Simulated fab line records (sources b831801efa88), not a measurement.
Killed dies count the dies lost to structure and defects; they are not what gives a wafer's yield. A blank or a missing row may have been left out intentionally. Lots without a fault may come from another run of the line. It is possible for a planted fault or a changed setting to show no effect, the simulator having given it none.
Which tool is to blame? | flow gf180mcu | Sampling: 10 lots, 30 wafers, 2 of 602 route steps

## WHAT EACH GAUGE READ, for each wafer
GF_M1_CD_MEAS_14: the cd target is 230 nm.
lot  | measured     | on        | cd_nm (nm)
L473 | day 17 09:31 | cd_sem-02 | 227.3 225.9 226.2
L476 | day 18 18:10 | cd_sem-01 | 230.4 230.9 231.1
L477 | day 19 00:04 | cd_sem-01 | 229.8 228.9 230.0
L478 | day 19 05:31 | cd_sem-01 | 231.6 230.0 230.6
L482 | day 20 23:07 | cd_sem-02 | 229.3 228.3 228.2
L486 | day 22 09:38 | cd_sem-02 | 231.0 231.2 230.7
L488 | day 23 03:19 | cd_sem-02 | 231.4 229.2 230.7
L490 | day 23 10:46 | cd_sem-01 | 231.1 230.1 230.5
L493 | day 24 07:55 | cd_sem-02 | 230.7 230.8 230.1
L494 | day 24 19:12 | cd_sem-01 | 229.7 227.8 228.1

## EACH LOT AND THE TOOL THAT RAN IT (in order: tool; ch and the chambers of the sampled wafers; start)
lot  | GF_M1_SPUTTER_04
L473 | pvd_sputter-01, day 16 10:03
L476 | pvd_sputter-02, day 17 19:30
L477 | pvd_sputter-02, day 18 01:57
L478 | pvd_sputter-03, day 18 06:14
L482 | pvd_sputter-03, day 19 23:15
L486 | pvd_sputter-03, day 21 10:16
L488 | pvd_sputter-03, day 22 04:09
L490 | pvd_sputter-02, day 22 12:02
L493 | pvd_sputter-03, day 23 10:19
L494 | pvd_sputter-02, day 23 21:49
- GF_M1_SPUTTER_04: material TiN, target thk 50 nm, time 41.7 s.

## THE ANSWER, worked out from the rows above alone
Rule: the lots themselves supply what counts as usual. The widest of any qualifying gaps counts: lots, ordered by their means at a reading, are off when they make up no more than a third of the lots, leave a main group of 4 or more, and stand apart from it by 3 or more times the standard deviation of that group's means. A main group is skipped when, at the precision printed for the reading in the tables above, its means are all equal. Also off: a lot with no number at a reading for which 4 or more lots have one. Where the step has rows for the other lots, those lots are counted as sound.
Across all readings shown, no lot is off: no conclusion can be drawn from this.

## WHAT THE SIMULATOR HAD PUT IN
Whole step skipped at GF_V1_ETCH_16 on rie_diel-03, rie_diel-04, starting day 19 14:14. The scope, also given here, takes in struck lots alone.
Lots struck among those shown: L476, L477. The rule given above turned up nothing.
